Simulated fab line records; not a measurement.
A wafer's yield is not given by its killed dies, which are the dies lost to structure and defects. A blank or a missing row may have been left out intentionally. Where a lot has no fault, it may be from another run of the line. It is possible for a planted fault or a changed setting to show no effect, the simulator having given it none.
Matching of chambers || flow sky130 || cmp-01 running SKY_LI_CONTACT_CMP_02: 4 sister chambers
The step polishes PSG. 8 wafers are shown with their chamber, then 7 later ones without.

== EACH WAFER AND ITS CHAMBER ==
{"wafer": "L654.3", "chamber": 1, "motorCurrentA (A)": 12.8, "timeToEndpointS (s)": 35.3}
{"wafer": "L658.4", "chamber": 3, "motorCurrentA (A)": 12.6, "timeToEndpointS (s)": 30.2}
{"wafer": "L658.5", "chamber": 2, "motorCurrentA (A)": 11.9, "timeToEndpointS (s)": 32.3}
{"wafer": "L658.6", "chamber": 3, "motorCurrentA (A)": 12.7, "timeToEndpointS (s)": 33.6}
{"wafer": "L662.2", "chamber": 2, "motorCurrentA (A)": 11.8, "timeToEndpointS (s)": 34.6}
{"wafer": "L662.5", "chamber": 0, "motorCurrentA (A)": 10.8, "timeToEndpointS (s)": 34.5}
{"wafer": "L663.1", "chamber": 1, "motorCurrentA (A)": 12.9, "timeToEndpointS (s)": 33.8}
{"wafer": "L663.2", "chamber": 0, "motorCurrentA (A)": 10.6, "timeToEndpointS (s)": 35.4}

== WAFERS WITH NO CHAMBER GIVEN ==
{"wafer": "L663.6", "motorCurrentA (A)": 10.8, "timeToEndpointS (s)": 32.1}
{"wafer": "L664.2", "motorCurrentA (A)": 11.8, "timeToEndpointS (s)": 30.8}
{"wafer": "L664.4", "motorCurrentA (A)": 12.6, "timeToEndpointS (s)": 26.7}
{"wafer": "L664.5", "motorCurrentA (A)": 13.5, "timeToEndpointS (s)": 27.7}
{"wafer": "L666.3", "motorCurrentA (A)": 11.8, "timeToEndpointS (s)": 33.0}
{"wafer": "L666.4", "motorCurrentA (A)": 11.1, "timeToEndpointS (s)": 37.7}
{"wafer": "L666.6", "motorCurrentA (A)": 12.6, "timeToEndpointS (s)": 35.1}

== WHICH CHAMBER EACH ONE RAN IN ==
{"wafer": "L663.6", "from the rows above": 0, "in truth": 0}
{"wafer": "L664.2", "from the rows above": 2, "in truth": 2}
{"wafer": "L664.4", "from the rows above": 3, "in truth": 3}
{"wafer": "L664.5", "from the rows above": "can't be placed: 1 or 3", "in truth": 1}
{"wafer": "L666.3", "from the rows above": 2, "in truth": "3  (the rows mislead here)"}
{"wafer": "L666.4", "from the rows above": 0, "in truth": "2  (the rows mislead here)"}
{"wafer": "L666.6", "from the rows above": "can't be placed: 3 or 1", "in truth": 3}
Correctly placed: 3 of 7. Can't be placed from these rows: 2 (the true chamber is among the candidates in 2). Placed wrongly: 2.
How it was worked out, from the rows above alone: a wafer's distance from a chamber is the root of the sum, over the readings, of the square of ((its reading less the chamber's mean) divided by the reading's scatter). The wafer belongs to the nearest chamber; if the next one is less than 2 further off, it can't be placed. A chamber's mean is the mean of its shown wafers. The scatter: the root of (the sum of the squares of (reading less its chamber's mean) over the shown wafers, divided by (wafers less chambers)).
